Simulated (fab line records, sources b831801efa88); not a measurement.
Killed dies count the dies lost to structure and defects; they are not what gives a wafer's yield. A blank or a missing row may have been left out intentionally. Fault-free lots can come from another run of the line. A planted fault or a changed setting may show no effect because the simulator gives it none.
Problem report, 8D (eight disciplines) form, completed by code	flow sky130	the parts of the form that need people (team, actions taken, sign-off) are left out

## 1. THE PROBLEM
Mean VIA3_HDPCVD_THK at SKY_VIA3_THK_MEAS_01: 1327 nm over 2 wafers in 2 lots; fault-free wafers: 1638 nm, standard deviation 20. That is -16 standard deviations from the usual mean.
Earliest sighting: wafer L905.2 on film-metro-02 at day 42 12:08. The record holds 31 wafers of 11 lots with a number at this step. The rule behind "out" and "out of limits": a value lying over 4 standard deviations away from the usual mean. Any other wafer with a number is counted as sound.

## 2. WHAT IT IS, WHAT IT ISN'T
question	is	is not
which readings at this step	VIA3_HDPCVD_THK	-
which lots	L905, L908	L895, L896, L897, L898, L899, L900, L911, L912, L918
which wafers of those lots	L905.2, L908.5	L905.3, L908.3
read on which gauges	film-metro-02, film-metro-03	film-metro-01
when	from day 42 12:08	up to then (19 sound wafers); but 10 sound wafers of L908, L911, L912, L918 came after

## 3. THE SUSPECTS, EACH WITH WHAT RULES IT OUT
Counting: any tool at a process step up to the reading remains a suspect provided it ran every lot that is out. Sound lots after the first of them don't rule it out here, since some wafers of a struck lot are sound.
- the gauge at SKY_VIA3_THK_MEAS_01 has been ruled out. Those wafers that are out were read across 2 gauges (film-metro-02, film-metro-03).
- hdpcvd-01 at SKY_VIA3_HDPCVD_00 (deposits SiO2, target thk 1635 nm, time 272.5 s): kept. Ran every lot that is out, first one L905 (day 42 11:57); last sound lot up to then L898 (day 39 21:43). Its own run-length-s readings are out on those wafers.
After counting, what remains is hdpcvd-01 at SKY_VIA3_HDPCVD_00.

## 4. THE CAUSE (what the simulator had put in)
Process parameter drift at SKY_VIA3_HDPCVD_00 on hdpcvd-01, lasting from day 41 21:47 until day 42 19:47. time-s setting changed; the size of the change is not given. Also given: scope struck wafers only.
The count eliminated every tool but this one.

## 5. SEQUENCE OF EFFECTS, ordered by route
Rows list readings where the struck wafers' mean (over those with a number) sits beyond 3 standard deviations from the usual. Only readings for which the record gives a usual standard deviation are gone through. hours: the time from each lot's start at the first step in this table that gives one to its start at this step, as a median over the lots. sigmas: the change in usual standard deviations.
hours	step	reading	usual	on struck wafers	change	sigmas
0	SKY_VIA3_HDPCVD_00	run-length-s	300.5 s	250.6	-49.9	-89
0	SKY_VIA3_THK_MEAS_01	VIA3_HDPCVD_THK	1638 nm	1327	-311	-16
Process steps it contains:
- SKY_VIA3_HDPCVD_00: deposits SiO2, target thk 1635 nm, time 272.5 s.

## 6. HOW IT WOULD HAVE BEEN CAUGHT EARLIER
14 hours passed between the start of the fault at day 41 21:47 and the first reading out of limits at a measuring or inspecting step in this record, taken at day 42 12:08.
The tool's own readings at SKY_VIA3_HDPCVD_00 were out on every struck wafer that the step has a row for (run-length-s): an alarm limit on them would have fired on the first of those.
Among the 2 lots that are out, L908 began SKY_VIA3_HDPCVD_00 on hdpcvd-01 after day 42 12:08. Putting the tool on hold at that point would have spared it.
